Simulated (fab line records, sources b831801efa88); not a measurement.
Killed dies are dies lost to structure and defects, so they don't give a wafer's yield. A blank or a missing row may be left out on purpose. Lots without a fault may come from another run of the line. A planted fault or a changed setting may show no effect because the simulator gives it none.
fab line records | flow gf180mcu
record lots=5 wafers=15 last_day=34
route steps=602 shown M1@325 V1@335 M2@362
lots that met no fault: from a run of the same line without faults
start_h: hours from the record's first day to the start of the lot's first wafer shown | wait_h: hours since the lot's step before | " the same as in the row above | L1.1+2: a row that stands for several wafers | - no value, or no start given | * or withheld: withheld | < > ~ a bound
route shown NAME@n: a module of which the file shows steps, and the number in the route of the first | usual: mean/standard deviation of fault-free wafers | same: alike in all rows | chamber/n: place in a boat | sites: the reading at each site | _std_site: their standard deviation | _edge_site: outer sites' mean less inner sites' | radius_mm: how far each site lies from the wafer's centre | mask NAME#n: copy n | behind: the tool/chamber that last shaped the wafer | hold: why the lot was held/for how many hours/how that ended | device: the transistor (n, p or np) that didn't switch | end of line: the same wafers' tests at the end of the route | a step without rows: its recipe alone | killed: dies lost to structure and defects at the first sort, not the wafer's yield | map: a wafer's dies, x killed, . not, _ none there
set.NAME: the setting as run; set.NAME@STEP: as run at that earlier step | model.NAME: the simulator's own value behind a step, which no gauge read
lots at some steps of the route; a table a step, a row a wafer
services: from which hour (start_h, from the record's first day; less than 0 if before it) a tool's chamber was out of use, for how many hours, and why
## steps
# step GF_M1_SOFTBAKE_10
# recipe temp_c=130 time_s=60 resist=KrF
# columns lot.wafer tool chamber start_h wait_h
L077.3+5+6 litho_track-03 0 421.94 0.1
L079.1+2+3 litho_track-01 0 426.50 0.1
L083.3+4+5 litho_track-03 0 470.03 0.1
L087.2+4+6 litho_track-01 0 499.58 0.1
L094.3+5+6 litho_track-01 0 558.50 0.1
# step GF_M1_EXPOSE_11
# recipe mask_id=Metal1 target_cd_nm=230 na=0.68 source_shape=conventional sigma_outer=0.6 dose_mj=28
# same sigma_outer=0.6
# columns lot.wafer tool chamber start_h wait_h mask
L077.3+5+6 krf_scanner-01 0 - - Metal1#0
L079.1+2+3 krf_scanner-01 0 - - Metal1#0
L083.3+4+5 krf_scanner-01 0 - - Metal1#0
L087.2+4+6 krf_scanner-01 0 - - Metal1#0
L094.3+5+6 krf_scanner-02 0 - - Metal1#0
# step GF_M1_PEB_12
# recipe peb_temp_c=135 peb_time_s=90 resist=KrF
# columns lot.wafer tool chamber start_h wait_h
L077.3+5+6 litho_track-01 0 - -
L079.1+2+3 litho_track-03 0 - -
L083.3+4+5 litho_track-04 0 - -
L087.2+4+6 litho_track-01 0 - -
L094.3+5+6 litho_track-03 0 - -
# step GF_M1_DEVELOP_13
# recipe develop_time_s=60 dev_temp_c=21
# columns lot.wafer tool chamber start_h wait_h
L077.3+5+6 litho_track-01 0 434.45 0.1
L079.1+2+3 litho_track-03 0 438.69 0.2
L083.3+4+5 litho_track-04 0 482.79 0.1
L087.2+4+6 litho_track-01 0 511.58 0.2
L094.3+5+6 litho_track-03 0 569.53 0.1
# step GF_M1_CD_MEAS_14
# recipe target_cd_nm=230
# usual cd_nm=230.2/1.1
# columns lot.wafer tool chamber start_h wait_h cd_nm
L077.3 cd_sem-01 - 434.59 0.1 229.2
L077.5 " - " " 229.7
L077.6 " - " " 229.8
L079.1 cd_sem-01 - 438.84 0.1 231.2
L079.2 " - " " 229.7
L079.3 " - " " 232.3
L083.3 cd_sem-01 - 482.93 0.1 228.7
L083.4 " - " " 229.5
L083.5 " - " " 230.6
L087.2 cd_sem-01 - 511.72 0.1 231.0
L087.4 " - " " 230.0
L087.6 " - " " 228.8
L094.3 cd_sem-01 - 569.67 0.1 230.7
L094.5 " - " " 231.6
L094.6 " - " " 231.2
# step GF_M1_OVL_MEAS_15
# usual M1_OVL=3/5
# columns lot.wafer tool chamber start_h wait_h M1_OVL[nm]
L077.3 overlay-02 - 434.69 0.1 9
L077.5 " - " " 8
L077.6 " - " " 8
L079.1 overlay-01 - 438.96 0.1 7
L079.2 " - " " 5
L079.3 " - " " 3
L083.3 overlay-01 - 483.05 0.1 5
L083.4 " - " " 7
L083.5 " - " " 7
L087.2 overlay-01 - 511.83 0.1 3
L087.4 " - " " -3
L087.6 " - " " 9
L094.3 overlay-01 - 569.77 0.1 1
L094.5 " - " " -9
L094.6 " - " " -8
# step GF_M1_METAL_ETCH_16
# recipe chemistry=Cl2/BCl3 mask_material=KrF target_depth_nm=750.8 stop_on=SiO2 pressure_mtorr=8 icp_w=800 bias_w=140 Cl2_flow_sccm=80 bcl3_flow_sccm=40 time_s=125.1
# usual bcl3_flow_sccm=40.00/0.11 drypump_motor_current_A=5.7/0.42 oes_product_au=0.991/0.0083 rf_fwd_power_W=796.8/2.4 throttle_valve_pct=28.230/0.011
# columns lot.wafer tool chamber start_h wait_h bcl3_flow_sccm drypump_motor_current_A oes_product_au rf_fwd_power_W rf_hours_counter_h throttle_valve_pct
L077.3 rie_metal-01 0 434.77 0.1 40.11 5.4 0.986 800.2 - 28.225
L077.5 " 1 " " 40.18 6.2 0.972 796.4 - 28.260
L077.6 " 0 " " 39.97 5.4 0.997 799.6 - 28.215
L079.1 rie_metal-01 0 438.99 0.0 40.14 5.3 0.982 799.7 12 28.236
L079.2 " 1 " " 40.05 6.2 0.983 793.4 10 28.246
L079.3 " 1 " " 40.00 6.2 0.983 799.4 - 28.236
L083.3 rie_metal-02 1 483.16 0.1 39.99 5.8 0.998 797.6 - 28.236
L083.4 " 1 " " 40.13 5.8 0.992 796.5 - 28.243
L083.5 " 1 " " 40.06 5.8 0.997 792.6 - 28.246
L087.2 rie_metal-04 1 511.86 0.0 40.00 5.0 0.988 796.9 6 28.230
L087.4 " 0 " " 39.96 6.0 0.998 799.1 - 28.220
L087.6 " 1 " " 39.80 5.0 0.988 794.9 - 28.251
L094.3 rie_metal-02 1 569.83 0.1 39.92 5.8 0.994 798.1 - 28.210
L094.5 " 0 " " 39.91 6.1 0.998 797.7 - 28.231
L094.6 " 1 " " 40.00 5.8 1.001 799.7 - 28.208
# step GF_M1_STRIP_17
# recipe chemistry=O2/N2 power_w=1400 pressure_mtorr=1500 platen_temp_c=250 o2_flow_sccm=3000 n2_flow_sccm=300 overash_fraction=0.5
# usual drypump_motor_current_A=5.6/0.49 heater_power_w=342/54 oes_product_au=0.538/0.0058 strip_time_to_endpoint_s=7.38/0.071
# same overash_fraction=0.5
# columns lot.wafer tool chamber start_h wait_h drypump_motor_current_A heater_power_w oes_product_au rf_hours_counter_h strip_time_to_endpoint_s
L077.3 plasma_asher-03 0 434.92 0.1 6.3 380 0.544 - 7.38
L077.5 " 1 " " 6.2 226 0.542 - 7.54
L077.6 " 0 " " 6.4 380 0.536 - 7.39
L079.1 plasma_asher-03 0 439.16 0.1 6.3 374 0.524 1 7.35
L079.2 " 1 " " 6.2 231 0.547 1 7.54
L079.3 " 0 " " 6.3 389 0.542 - 7.49
L083.3 plasma_asher-01 1 483.36 0.2 5.4 384 0.542 - 7.35
L083.4 " 0 " " 5.0 365 0.532 - 7.37
L083.5 " 0 " " 5.0 350 0.546 - 7.38
L087.2 plasma_asher-01 1 511.99 0.1 5.4 393 0.529 71 7.38
L087.4 " 0 " " 5.0 355 0.538 - 7.34
L087.6 " 1 " " 5.4 393 0.543 - 7.42
L094.3 plasma_asher-04 0 569.95 0.1 5.1 366 0.543 - 7.31
L094.5 " 0 " " 5.1 364 0.527 - 7.25
L094.6 " 1 " " 5.6 352 0.538 - 7.28
# step GF_M1_STRIP_18
# recipe chemistry=post_etch_residue_remover time_s=1200 temp_c=72.5
# columns lot.wafer tool chamber start_h wait_h
L077.3+5+6 wet_bench-03 2 434.98 0.0
L079.1+2+3 wet_bench-04 3 439.26 0.1
L083.3+4+5 wet_bench-03 1 483.43 0.0
L087.2+4+6 wet_bench-04 0 512.09 0.1
L094.3+5+6 wet_bench-03 3 570.02 0.0
# step GF_M1_CLEAN_19
# recipe chemistry=DIW dry=n2_spin
# columns lot.wafer tool chamber start_h wait_h
L077.3+5+6 wet_bench-04 0 435.32 0.0
L079.1+2+3 wet_bench-01 1 439.61 0.0
L083.3+4+5 wet_bench-01 1 483.77 0.0
L087.2+4+6 wet_bench-03 0 512.43 0.0
L094.3+5+6 wet_bench-01 1 570.36 0.0
# step GF_V1_CVD_00
# recipe material=SiO2 target_thk_nm=600 sigma_open_frac=0.3 temp_c=400 time_s=100 sih4_flow_sccm=60 pressure_mtorr=6
# columns lot.wafer tool chamber start_h wait_h
L077.3+5+6 hdpcvd-02 1,0,1 435.42 0.0
L079.1+2+3 hdpcvd-02 2,0,1 439.71 0.0
L083.3+4+5 hdpcvd-02 0,2,0 483.87 0.0
L087.2+4+6 hdpcvd-02 1,0,2 512.52 0.0
L094.3+5+6 hdpcvd-02 0,0,2 570.45 0.0
# step GF_V1_THK_MEAS_01
# recipe reads=SiO2_of_V1_CVD_00
# usual V1_CVD_00_THK=599/8
# columns lot.wafer tool chamber start_h wait_h V1_CVD_00_THK[nm]
L077.3 film_metro-04 - 435.51 0.1 599
L077.5 " - " " 612
L077.6 " - " " 596
L079.1 film_metro-02 - 439.78 0.0 599
L079.2 " - " " 613
L079.3 " - " " 600
L083.3 film_metro-02 - 483.96 0.1 614
L083.4 " - " " 597
L083.5 " - " " 613
L087.2 film_metro-01 - 512.60 0.0 599
L087.4 " - " " 616
L087.6 " - " " 595
L094.3 film_metro-02 - 570.54 0.1 600
L094.5 " - " " 593
L094.6 " - " " 593
# step GF_V1_CVD_02
# recipe material=SiO2 target_thk_nm=850 precursor=TEOS temp_c=400 time_s=94.851 rf_w=600
# usual heater_power_w=635/120 rf_fwd_power_W=596.8/1.8
# columns lot.wafer tool chamber start_h wait_h heater_power_w rf_fwd_power_W
L077.3 pecvd-02 0 435.55 0.0 555 593.6
L077.5 " 1 " " 624 597.1
L077.6 " 0 " " 590 597.2
L079.1 pecvd-03 2 439.84 0.1 530 598.2
L079.2 " 0 " " 695 599.6
L079.3 " 1 " " 538 595.0
L083.3 pecvd-01 2 484.00 0.0 788 596.3
L083.4 " 1 " " 517 600.0
L083.5 " 0 " " 812 596.7
L087.2 pecvd-02 1 512.65 0.0 617 595.9
L087.4 " 1 " " 509 595.2
L087.6 " 0 " " 587 597.4
L094.3 pecvd-03 2 570.58 0.0 501 596.6
L094.5 " 2 " " 409 596.7
L094.6 " 0 " " 683 597.4
# step GF_V1_THK_MEAS_03
# recipe reads=SiO2_of_V1_CVD_02
# usual V1_CVD_02_THK=839/13
# columns lot.wafer tool chamber start_h wait_h V1_CVD_02_THK[nm]
L077.3 film_metro-02 - 435.64 0.1 846
L077.5 " - " " 858
L077.6 " - " " 856
L079.1 film_metro-02 - 439.91 0.0 833
L079.2 " - " " 825
L079.3 " - " " 833
L083.3 film_metro-04 - 484.09 0.1 841
L083.4 " - " " 833
L083.5 " - " " 840
L087.2 film_metro-02 - 512.73 0.0 837
L087.4 " - " " 852
L087.6 " - " " 852
L094.3 film_metro-01 - 570.67 0.1 814
L094.5 " - " " 826
L094.6 " - " " 816
# step GF_V1_CMP_04
# recipe material=SiO2 down_force_psi=4 platen_rpm=60 pad_velocity_m_s=0.94248
# usual motor_current_A=11.2/0.86 platen_rpm=60.00/0.034 time_to_endpoint_s=79/6.6
# columns lot.wafer tool chamber start_h wait_h motor_current_A platen_rpm time_to_endpoint_s
L077.3 cmp-01 2 435.73 0.1 10.4 59.97 79
L077.5 " 1 " " 10.3 60.06 84
L077.6 " 2 " " 11.0 59.94 87
L079.1 cmp-01 1 440.02 0.1 10.5 60.01 73
L079.3 " 2 " " 10.7 59.99 81
L079.2 " 3 " " 12.2 60.01 72
L083.3 cmp-02 2 484.13 0.0 11.6 59.96 73
L083.4 " 3 " " 10.5 59.94 77
L083.5 " 2 " " 11.2 60.01 72
L087.2 cmp-01 2 512.78 0.0 10.2 59.94 78
L087.4 " 3 " " 11.7 60.03 75
L087.6 " 3 " " 10.9 59.97 75
L094.3 cmp-01 1 570.76 0.1 10.2 59.95 69
L094.6 " 0 " " 10.8 59.95 74
L094.5 " 1 " " 10.3 60.03 73
# step GF_V1_BOW_MEAS_05
# recipe mode=bow
# usual V1_BOW=81/7.8
# columns lot.wafer tool chamber start_h wait_h V1_BOW[um]
L077.3 film_metro-04 - 436.02 0.2 92
L077.5 " - " " 99
L077.6 " - " " 99
L079.1 film_metro-01 - 440.27 0.2 77
L079.2 " - " " 93
L079.3 " - " " 69
L083.3 film_metro-04 - 484.47 0.3 82
L083.4 " - " " 85
L083.5 " - " " 101
L087.2 film_metro-04 - 513.10 0.3 84
L087.4 " - " " 77
L087.6 " - " " 81
L094.3 film_metro-02 - 571.05 0.2 73
L094.5 " - " " 84
L094.6 " - " " 76
# step GF_V1_DEHYDRATE_06
# recipe temp_c=200 time_s=60
# columns lot.wafer tool chamber start_h wait_h
L077.3+5+6 litho_track-03 0 447.49 11.4
L079.1+2+3 litho_track-04 0 452.24 12.0
L083.3+4+5 litho_track-02 0 495.70 11.2
L087.2+4+6 litho_track-02 0 523.77 10.7
L094.3+5+6 litho_track-04 0 581.59 10.5
# step GF_V1_HMDS_07
# recipe prime_time_s=60 prime_temp_c=120
# usual prime_temp_c=119.99/0.13
# columns lot.wafer tool chamber start_h wait_h prime_temp_c
L077.3 litho_track-03 0 447.64 0.1 119.90
L077.5 " 0 " " 119.82
L077.6 " 0 " " 119.89
L079.1 litho_track-04 0 452.39 0.1 119.86
L079.2 " 0 " " 119.84
L079.3 " 0 " " 119.80
L083.3 litho_track-02 0 495.85 0.1 119.90
L083.4 " 0 " " 119.98
L083.5 " 0 " " 119.97
L087.2 litho_track-02 0 523.92 0.1 120.15
L087.4 " 0 " " 120.13
L087.6 " 0 " " 120.06
L094.3 litho_track-04 0 581.74 0.1 119.73
L094.5 " 0 " " 119.71
L094.6 " 0 " " 119.77
# step GF_V1_COAT_08
# recipe resist=BARC temp_c=withheld time_s=withheld spin_rpm=withheld resist_thk_nm=withheld
# columns lot.wafer tool chamber start_h wait_h
L077.3+5+6 litho_track-03 0 447.79 0.1
L079.1+2+3 litho_track-04 0 452.54 0.1
L083.3+4+5 litho_track-02 0 496.00 0.1
L087.2+4+6 litho_track-02 0 524.07 0.1
L094.3+5+6 litho_track-04 0 581.89 0.1
# step GF_V1_COAT_09
# recipe resist=KrF spin_rpm=withheld resist_thk_nm=1000
# columns lot.wafer tool chamber start_h wait_h
L077.3+5+6 litho_track-03 0 - -
L079.1+2+3 litho_track-04 0 - -
L083.3+4+5 litho_track-02 0 - -
L087.2+4+6 litho_track-02 0 - -
L094.3+5+6 litho_track-04 0 - -
# step GF_V1_SOFTBAKE_10
# recipe temp_c=130 time_s=60 resist=KrF
# columns lot.wafer tool chamber start_h wait_h
L077.3+5+6 litho_track-03 0 - -
L079.1+2+3 litho_track-04 0 - -
L083.3+4+5 litho_track-02 0 - -
L087.2+4+6 litho_track-02 0 - -
L094.3+5+6 litho_track-04 0 - -
# step GF_V1_EXPOSE_11
# recipe mask_id=Via1 target_cd_nm=260 na=0.68 source_shape=conventional sigma_outer=0.6 dose_mj=38
# same sigma_outer=0.6
# columns lot.wafer tool chamber start_h wait_h mask
L077.3+5+6 krf_scanner-01 0 - - Via1#0
L079.1+2+3 krf_scanner-01 0 - - Via1#0
L083.3+4+5 krf_scanner-02 0 - - Via1#0
L087.2+4+6 krf_scanner-01 0 - - Via1#0
L094.3+5+6 krf_scanner-02 0 - - Via1#0
# step GF_V1_PEB_12
# recipe peb_temp_c=135 peb_time_s=90 resist=KrF
# columns lot.wafer tool chamber start_h wait_h
L077.3+5+6 litho_track-04 0 - -
L079.1+2+3 litho_track-04 0 - -
L083.3+4+5 litho_track-02 0 - -
L087.2+4+6 litho_track-03 0 - -
L094.3+5+6 litho_track-03 0 - -
# step GF_V1_DEVELOP_13
# recipe develop_time_s=60 resist=KrF dev_temp_c=21
# columns lot.wafer tool chamber start_h wait_h
L077.3+5+6 litho_track-04 0 460.69 0.1
L079.1+2+3 litho_track-04 0 464.84 0.2
L083.3+4+5 litho_track-02 0 508.70 0.1
L087.2+4+6 litho_track-03 0 535.96 0.2
L094.3+5+6 litho_track-03 0 592.33 0.1
# step GF_V1_CD_MEAS_14
# recipe target_cd_nm=260
# usual cd_nm=259.9/1
# columns lot.wafer tool chamber start_h wait_h cd_nm
L077.3 cd_sem-01 - 460.83 0.1 258.8
L077.5 " - " " 258.8
L077.6 " - " " 257.8
L079.1 cd_sem-02 - 464.99 0.1 261.3
L079.2 " - " " 261.7
L079.3 " - " " 261.3
L083.3 cd_sem-02 - 508.84 0.1 258.8
L083.4 " - " " 259.2
L083.5 " - " " 259.9
L087.2 cd_sem-01 - 536.10 0.1 260.5
L087.4 " - " " 260.2
L087.6 " - " " 260.3
L094.3 cd_sem-02 - 592.47 0.1 259.3
L094.5 " - " " 260.7
L094.6 " - " " 259.9
# step GF_V1_OVL_MEAS_15
# usual V1_OVL=2/6.1
# columns lot.wafer tool chamber start_h wait_h V1_OVL[nm]
L077.3 overlay-01 - 460.92 0.1 -4
L077.5 " - " " -10
L077.6 " - " " -9
L079.1 overlay-01 - 465.11 0.1 -9
L079.2 " - " " -10
L079.3 " - " " -8
L083.3 overlay-01 - 508.93 0.1 -4
L083.4 " - " " 2
L083.5 " - " " 1
L087.2 overlay-01 - 536.21 0.1 10
L087.4 " - " " 4
L087.6 " - " " 2
L094.3 overlay-01 - 592.57 0.1 4
L094.5 " - " " 5
L094.6 " - " " 6
# step GF_V1_ETCH_16
# recipe chemistry=N2/H2 target_depth_a=withheld overetch_a=withheld time_s=withheld target=BARC ion_energy_ev=200 source_w=500 bias_w=100 pressure_mtorr=30 n2_flow_sccm=100 h2_flow_sccm=200
# usual drypump_motor_current_A=5.7/0.45 oes_product_au=0.854/0.0051 rf_fwd_power_W=494.9/2.3 throttle_valve_pct=13.224/0.0091
# columns lot.wafer tool chamber start_h wait_h drypump_motor_current_A oes_product_au rf_fwd_power_W throttle_valve_pct
L077.3 rie_diel-01 3 460.95 0.0 5.2 0.857 495.3 13.230
L077.5 " 2 " " 6.0 0.850 494.7 13.213
L077.6 " 3 " " 5.2 0.863 493.7 13.233
L079.1 rie_diel-04 2 465.15 0.0 5.8 0.849 496.2 13.222
L079.2 " 3 " " 6.5 0.852 497.1 13.230
L079.3 " 1 " " 5.8 0.856 497.2 13.212
L083.3 rie_diel-01 3 508.95 0.0 5.2 0.848 493.1 13.236
L083.4 " 1 " " 5.4 0.858 494.8 13.223
L083.5 " 3 " " 5.2 0.854 493.4 13.213
L087.2 rie_diel-04 1 536.24 0.0 5.8 0.852 494.8 13.233
L087.4 " 2 " " 5.8 0.858 494.6 13.220
L087.6 " 2 " " 5.8 0.852 494.1 13.227
L094.3 rie_diel-04 1 592.59 0.0 5.8 0.852 495.2 13.224
L094.5 " 1 " " 5.8 0.850 498.1 13.230
L094.6 " 0 " " 5.4 0.858 494.2 13.234
# step GF_V1_ETCH_17
# recipe chemistry=C4F8/O2/Ar mask_material=KrF target=SiO2 stop_on=TiN source_w=1500 bias_w=1200 pressure_mtorr=40 c4f8_flow_sccm=withheld O2_flow_sccm=6 Ar_flow_sccm=300 time_s=withheld target_depth_a=6300
# usual oes_product_au=0.857/0.0044 rf_fwd_power_W=1492/5.5
# columns lot.wafer tool chamber start_h wait_h oes_product_au rf_fwd_power_W
L077.3 rie_diel-01 3 - - 0.859 1498
L077.5 " 2 " " 0.853 1490
L077.6 " 3 " " 0.856 1500
L079.1 rie_diel-04 2 - - 0.853 1488
L079.2 " 3 " " 0.855 1497
L079.3 " 1 " " 0.859 1496
L083.3 rie_diel-01 3 - - 0.849 1488
L083.4 " 1 " " 0.858 1493
L083.5 " 3 " " 0.857 1485
L087.2 rie_diel-04 1 - - 0.846 1494
L087.4 " 2 " " 0.860 1500
L087.6 " 2 " " 0.854 1497
L094.3 rie_diel-04 1 - - 0.856 1498
L094.5 " 1 " " 0.852 1498
L094.6 " 0 " " 0.858 1497
# step GF_V1_STRIP_18
# recipe chemistry=O2/N2 power_w=1400 pressure_mtorr=1500 platen_temp_c=250 o2_flow_sccm=3000 n2_flow_sccm=300 overash_fraction=0.5
# usual drypump_motor_current_A=5.7/0.54 heater_power_w=365/27 oes_product_au=0.593/0.0047
# same overash_fraction=0.5
# columns lot.wafer tool chamber start_h wait_h drypump_motor_current_A heater_power_w oes_product_au rf_hours_counter_h
L077.3 plasma_asher-04 1 461.11 - 5.6 338 0.587 -
L077.5 " 1 " " 5.6 340 0.586 -
L077.6 " 0 " " 5.1 352 0.595 -
L079.1 plasma_asher-02 1 465.28 - 6.3 333 0.595 39
L079.2 " 0 " " 6.4 400 0.596 39
L079.3 " 1 " " 6.3 328 0.593 -
L083.3 plasma_asher-01 1 509.12 - 5.4 394 0.589 -
L083.4 " 0 " " 5.0 357 0.593 -
L083.5 " 0 " " 5.0 360 0.587 -
L087.2 plasma_asher-02 1 536.37 - 6.3 330 0.599 46
L087.4 " 0 " " 6.4 395 0.598 -
L087.6 " 0 " " 6.3 392 0.597 -
L094.3 plasma_asher-04 0 592.75 - 5.1 362 0.585 -
L094.5 " 1 " " 5.6 344 0.591 -
L094.6 " 0 " " 5.1 364 0.592 -
# step GF_V1_STRIP_19
# recipe chemistry=post_etch_residue_remover time_s=1200 temp_c=72.5
# columns lot.wafer tool chamber start_h wait_h
L077.3+5+6 wet_bench-04 3 461.18 0.0
L079.1+2+3 wet_bench-02 0 465.38 0.1
L083.3+4+5 wet_bench-04 1 509.18 0.0
L087.2+4+6 wet_bench-04 0 536.47 0.1
L094.3+5+6 wet_bench-04 2 592.82 0.0
# step GF_V1_CLEAN_20
# recipe chemistry=DIW dry=n2_spin
# columns lot.wafer tool chamber start_h wait_h
L077.3+5+6 wet_bench-02 3 461.55 0.0
L079.1+2+3 wet_bench-01 2 465.72 0.0
L083.3+4+5 wet_bench-02 0 509.52 0.0
L087.2+4+6 wet_bench-02 2 536.81 0.0
L094.3+5+6 wet_bench-02 0 593.16 0.0
# step GF_V1_SPUTTER_21
# recipe material=Ti target_thk_nm=15 chamber_pressure_pa=5 power_w=2500 substrate_temp_c=200 time_s=80.02
# usual substrate_temp_c=199.99/0.16 throttle_valve_pct=29.9/1.1
# columns lot.wafer tool chamber start_h wait_h substrate_temp_c throttle_valve_pct
L077.3 pvd_sputter-01 - 461.65 0.0 199.96 29.5
L077.5 " - " " 200.16 30.1
L077.6 " - " " 200.10 30.2
L079.1 pvd_sputter-03 - 465.81 0.0 199.88 28.8
L079.2 " - " " 199.59 30.5
L079.3 " - " " 200.19 31.1
L083.3 pvd_sputter-03 - 509.62 0.0 199.91 29.0
L083.4 " - " " 199.92 30.8
L083.5 " - " " 199.96 30.7
L087.2 pvd_sputter-03 - 536.91 0.0 200.02 30.5
L087.4 " - " " 199.77 30.8
L087.6 " - " " 199.87 30.5
L094.3 pvd_sputter-03 - 593.25 0.0 199.84 30.6
L094.5 " - " " 199.93 30.6
L094.6 " - " " 200.12 30.7
# step GF_V1_SPUTTER_22
# recipe material=TiN target_thk_nm=10 chamber_pressure_pa=5 power_w=4000 time_s=40
# usual throttle_valve_pct=29.8/1.1
# columns lot.wafer tool chamber start_h wait_h throttle_valve_pct
L077.3 pvd_sputter-01 - 461.71 0.0 29.8
L077.5 " - " " 29.9
L077.6 " - " " 30.3
L079.1 pvd_sputter-03 - 465.87 0.0 28.8
L079.2 " - " " 30.8
L079.3 " - " " 31.1
L083.3 pvd_sputter-03 - 509.68 0.0 28.9
L083.4 " - " " 30.8
L083.5 " - " " 30.8
L087.2 pvd_sputter-03 - 536.97 0.0 30.5
L087.4 " - " " 30.7
L087.6 " - " " 30.5
L094.3 pvd_sputter-03 - 593.31 0.0 30.9
L094.5 " - " " 31.0
L094.6 " - " " 30.8
# step GF_V1_CVD_23
# recipe material=W target_thk_nm=350 time_s=105.05 temp_c=400 pressure_torr=40
# usual heater_power_w=886/37
# columns lot.wafer tool chamber start_h wait_h heater_power_w
L077.3 cvd_w-01 1 461.79 0.1 942
L077.5 " 1 " " 931
L077.6 " 0 " " 872
L079.1 cvd_w-02 0 465.91 0.0 898
L079.2 " 1 " " 845
L079.3 " 1 " " 825
L083.3 cvd_w-02 1 509.75 0.1 844
L083.4 " 0 " " 897
L083.5 " 0 " " 881
L087.2 cvd_w-02 1 537.01 0.0 852
L087.4 " 1 " " 868
L087.6 " 0 " " 876
L094.3 cvd_w-01 1 593.39 0.1 974
L094.5 " 0 " " 878
L094.6 " 1 " " 965
# step GF_V1_RS_MEAS_24
# recipe thk_meas_gauge=four-point-probe reads=W_of_V1_CVD_23+TiN_of_V1_SPUTTER_22+Ti_of_V1_SPUTTER_21
# usual V1_W_RS=0.329/0.0038
# columns lot.wafer tool chamber start_h wait_h V1_W_RS[ohm/sq]
L077.3 film_metro-01 - 461.90 0.1 0.334
L077.5 " - " " 0.331
L077.6 " - " " 0.331
L079.1 film_metro-02 - 466.02 0.1 0.329
L079.2 " - " " 0.327
L079.3 " - " " 0.328
L083.3 film_metro-02 - 509.87 0.1 0.322
L083.4 " - " " 0.321
L083.5 " - " " 0.326
L087.2 film_metro-02 - 537.14 0.1 0.326
L087.4 " - " " 0.330
L087.6 " - " " 0.331
L094.3 film_metro-04 - 593.50 0.1 0.332
L094.5 " - " " 0.326
L094.6 " - " " 0.331
# step GF_V1_THK_MEAS_25
# recipe thk_meas_gauge=xrf reads=W_of_V1_CVD_23
# usual V1_W_THK=350/5.7
# columns lot.wafer tool chamber start_h wait_h V1_W_THK[nm]
L077.3 film_metro-01 - 462.00 0.1 338
L077.5 " - " " 343
L077.6 " - " " 341
L079.1 film_metro-02 - 466.14 0.1 357
L079.2 " - " " 359
L079.3 " - " " 357
L083.3 film_metro-02 - 509.97 0.1 360
L083.4 " - " " 362
L083.5 " - " " 357
L087.2 film_metro-02 - 537.25 0.1 348
L087.4 " - " " 346
L087.6 " - " " 347
L094.3 film_metro-04 - 593.60 0.1 345
L094.5 " - " " 354
L094.6 " - " " 350
# step GF_V1_CMP_26
# recipe stop_on=SiO2 down_force_psi=3.5 platen_rpm=60 t_overpolish_s=15 target_thk_nm=0 pad_velocity_m_s=0.94248
# usual motor_current_A=10.3/0.74 overpolish_run_s=14.999/0.0083 platen_rpm=60.00/0.043 time_to_endpoint_s=87/4.9
# columns lot.wafer tool chamber start_h wait_h motor_current_A overpolish_run_s platen_rpm time_to_endpoint_s
L077.3 cmp-01 0 462.14 0.1 10.3 15.009 59.91 88
L077.5 " 2 " " 9.9 15.009 59.97 87
L077.6 " 3 " " 10.4 14.992 59.95 80
L079.1 cmp-01 1 466.20 0.1 9.8 15.008 60.01 83
L079.2 " 2 " " 10.0 14.989 59.98 85
L079.3 " 3 " " 10.7 14.986 59.99 79
L083.4 cmp-01 0 510.01 0.0 9.8 14.999 60.01 96
L083.3 " 1 " " 9.9 14.993 59.93 86
L083.5 " 1 " " 9.4 15.015 59.96 84
L087.2 cmp-02 3 537.30 0.0 9.6 15.010 60.00 92
L087.4 " 0 " " 11.6 14.997 60.02 91
L087.6 " 3 " " 9.3 15.005 60.04 91
L094.3 cmp-02 2 593.69 0.1 10.6 15.001 59.89 86
L094.6 " 1 " " 10.9 14.996 60.04 82
L094.5 " 2 " " 10.6 15.006 60.00 84
# step GF_M2_SPUTTER_00
# recipe material=Ti target_thk_nm=37.5 arriving_ion_energy_ev=80 substrate_temp_c=200 chamber_pressure_pa=2 power_w=4000 time_s=150
# usual substrate_temp_c=200.00/0.18 throttle_valve_pct=30.4/0.94
# columns lot.wafer tool chamber start_h wait_h substrate_temp_c throttle_valve_pct
L077.3 pvd_sputter-03 - 462.34 0.1 200.11 30.7
L077.5 " - " " 200.21 30.5
L077.6 " - " " 200.07 30.5
L079.1 pvd_sputter-03 - 466.50 0.2 200.06 30.6
L079.2 " - " " 199.78 28.8
L079.3 " - " " 199.95 31.0
L083.3 pvd_sputter-02 - 510.31 0.2 200.02 29.1
L083.4 " - " " 200.04 29.8
L083.5 " - " " 199.99 29.1
L087.2 pvd_sputter-01 - 537.60 0.2 200.07 32.3
L087.4 " - " " 200.27 30.5
L087.6 " - " " 199.79 30.4
L094.3 pvd_sputter-01 - 593.94 0.2 200.04 30.5
L094.5 " - " " 200.05 30.0
L094.6 " - " " 199.77 32.0
# step GF_M2_SPUTTER_01
# recipe material=TiN target_thk_nm=30 power_w=6500 time_s=25 chamber_pressure_pa=0.4
# usual throttle_valve_pct=30.4/0.94
# columns lot.wafer tool chamber start_h wait_h throttle_valve_pct
L077.3 pvd_sputter-03 - 462.44 0.1 30.8
L077.5 " - " " 30.7
L077.6 " - " " 30.9
L079.1 pvd_sputter-03 - 466.60 0.1 30.4
L079.2 " - " " 28.7
L079.3 " - " " 31.0
L083.3 pvd_sputter-02 - 510.42 0.1 29.2
L083.4 " - " " 29.2
L083.5 " - " " 29.0
L087.2 pvd_sputter-01 - 537.70 0.1 31.8
L087.4 " - " " 30.8
L087.6 " - " " 30.2
L094.3 pvd_sputter-01 - 594.04 0.1 30.6
L094.5 " - " " 29.6
L094.6 " - " " 32.0
## services
# columns tool chamber start_h hours kind
cmp-01 - 404.00 4.0 pm
krf_scanner-01 - 408.96 5.3 repair
rie_diel-04 3 425.67 4.2 repair
wet_bench-01 - 448.77 5.3 repair
krf_scanner-01 - 457.59 1.3 pm
rie_diel-04 1 476.57 2.8 repair
cmp-01 - 479.63 4.9 pm
pvd_sputter-03 - 485.82 2.2 repair
cmp-01 - 487.38 1.6 repair
pvd_sputter-03 - 499.62 0.7 repair
rie_diel-04 1 504.86 13.2 repair
pvd_sputter-03 - 518.58 3.5 repair
rie_diel-04 1 525.85 9.0 repair
rie_diel-04 3 529.66 1.5 repair
rie_diel-04 0 530.47 4.6 repair
krf_scanner-01 - 530.48 1.0 pm
hdpcvd-02 - 539.25 15.0 pm
hdpcvd-02 0 546.86 8.0 repair
cmp-01 - 551.70 6.0 pm
krf_scanner-01 - 561.50 0.8 pm
rie_diel-04 3 573.61 2.0 repair
rie_diel-04 3 579.03 7.5 repair
krf_scanner-01 - 582.95 11.6 pm
pvd_sputter-01 - 584.33 3.7 repair
## key
fault none
